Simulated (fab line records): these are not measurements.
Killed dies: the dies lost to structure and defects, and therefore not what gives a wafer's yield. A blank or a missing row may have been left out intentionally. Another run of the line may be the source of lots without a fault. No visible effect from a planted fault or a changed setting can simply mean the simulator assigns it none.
Split-lot experiment + flow sky130 + 5 lots, 23 wafers read, on a route of 708 steps

ON THE SPLIT
At SKY_LDD_N_COAT_02 (resist thk 300 nm), the setting spinRpm was moved away from the recipe's 3000 rpm on 6 of the 23 wafers read, by -3.9% to +6.1%. All remaining wafers had this setting at the recipe value.

The split's own step is where the reading is taken.

THE READING
NOVOLAK_of_LDD_N_COAT_02.thkNm (the simulator's own value, which no gauge read), in nm, at SKY_LDD_N_COAT_02 (resist thk 300 nm). The file does not state a usual value for it. Across the 17 wafers here that went through the recipe, the average is 300.6 nm and the standard deviation 0.77 nm.

| wafer  | tool, chamber at the split | spinRpm as run, rpm | against the recipe | NOVOLAK_of_LDD_N_COAT_02.thkNm, nm | against lot-mates on the recipe |
|--------|----------------------------|---------------------|--------------------|------------------------------------|---------------------------------|
| L079.1 | lithoTrack-04, 0           | 3000                | recipe             | 299.8                              | -                               |
| L079.2 | lithoTrack-04, 0           | 3000                | recipe             | 299.3                              | -                               |
| L079.3 | lithoTrack-04, 0           | 3000                | recipe             | 300.6                              | -                               |
| L079.4 | lithoTrack-04, 0           | 3000                | recipe             | 300.2                              | -                               |
| L079.6 | lithoTrack-04, 0           | 3000                | recipe             | 300.5                              | -                               |
| L077.1 | lithoTrack-02, 0           | 3000                | recipe             | 301.5                              | -                               |
| L077.2 | lithoTrack-02, 0           | 3000                | recipe             | 301.6                              | -                               |
| L077.3 | lithoTrack-02, 0           | 3000                | recipe             | 302.1                              | -                               |
| L077.5 | lithoTrack-02, 0           | 3000                | recipe             | 300.9                              | -                               |
| L077.6 | lithoTrack-02, 0           | 3000                | recipe             | 301.1                              | -                               |
| L080.1 | lithoTrack-02, 0           | 2884                | -3.9%              | 307                                | +7.2                            |
| L080.2 | lithoTrack-02, 0           | 2884                | -3.9%              | 306.8                              | +7.1                            |
| L080.4 | lithoTrack-02, 0           | 3000                | recipe             | 299.4                              | -                               |
| L080.5 | lithoTrack-02, 0           | 2884                | -3.9%              | 305.1                              | +5.4                            |
| L080.6 | lithoTrack-02, 0           | 3000                | recipe             | 300.1                              | -                               |
| L084.1 | lithoTrack-01, 0           | 3184                | +6.1%              | 292.1                              | -9.0                            |
| L084.3 | lithoTrack-01, 0           | 3184                | +6.1%              | 293                                | -8.1                            |
| L084.4 | lithoTrack-01, 0           | 3000                | recipe             | 301.1                              | -                               |
| L084.5 | lithoTrack-01, 0           | 3184                | +6.1%              | 291.5                              | -9.6                            |
| L084.6 | lithoTrack-01, 0           | 3000                | recipe             | 301.2                              | -                               |
| L085.3 | lithoTrack-04, 0           | 3000                | recipe             | 300.3                              | -                               |
| L085.5 | lithoTrack-04, 0           | 3000                | recipe             | 300.3                              | -                               |
| L085.4 | lithoTrack-04, 0           | 3000                | recipe             | 299.7                              | -                               |

THE FIT
A straight line over all 23 wafers: NOVOLAK_of_LDD_N_COAT_02.thkNm changes by -1.4 nm for each +1% of spinRpm; r = -0.98; the points scatter about the line by 0.81 nm.
The same after taking each lot's own level away (the mean of its wafers on the recipe; 23 wafers): -1.53 nm for each +1%; r = -0.99; scatter 0.58 nm.
The reading moves by 9.4 nm for the largest change in spinRpm, on that fit.
From 299.75 to 301.44 nm: that is the span of the lots' own levels, equal to 2.2 times the standard deviation above.
The two slopes agree, so the slope changes little with the lot-to-lot level.
Check: for one of the wafers moved furthest among these (+6.1%), held out of the fit, the line's prediction against its lot-mates is -9.33 nm. Against them it came out at -9.05 nm.

FURTHER SPLITS ON THESE WAFERS
Note: prior to the reading, these wafers also went through further splits. Each is held against what the fit with the lots' levels taken away leaves over:
| other split on the same wafers   | wafers away from the commonest value | r with NOVOLAK_of_LDD_N_COAT_02.thkNm (lot level and that fit taken away) |
|----------------------------------|--------------------------------------|---------------------------------------------------------------------------|
| SKY_RES_PROTECT_EXPOSE_04 doseMj | 9                                    | +0.36                                                                     |
| SKY_POLY_GATE_EXPOSE_10 doseMj   | 10                                   | +0.00                                                                     |
| SKY_POLY_GATE_ETCH_16 biasW      | 9                                    | -0.05                                                                     |

THE WHOLE CHAIN: every reading that the file lists as answering this split, in the file's order
| step               | what it does      | reading                                                                         | change (the file's fit)              | r (the file's) |
|--------------------|-------------------|---------------------------------------------------------------------------------|--------------------------------------|----------------|
| SKY_LDD_N_COAT_02  | resist thk 300 nm | NOVOLAK_of_LDD_N_COAT_02.thkNm (the simulator's own value, which no gauge read) | -1.53 nm for each +1% of the setting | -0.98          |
| SKY_LDD_N_STRIP_16 | strips in O2/N2   | stripTimeToEndpointS                                                            | withheld for each +1% of the setting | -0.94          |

FILE'S OWN FIT
NOVOLAK_of_LDD_N_COAT_02.thkNm changes by -1.53 nm for each +1% of spinRpm, r = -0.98.
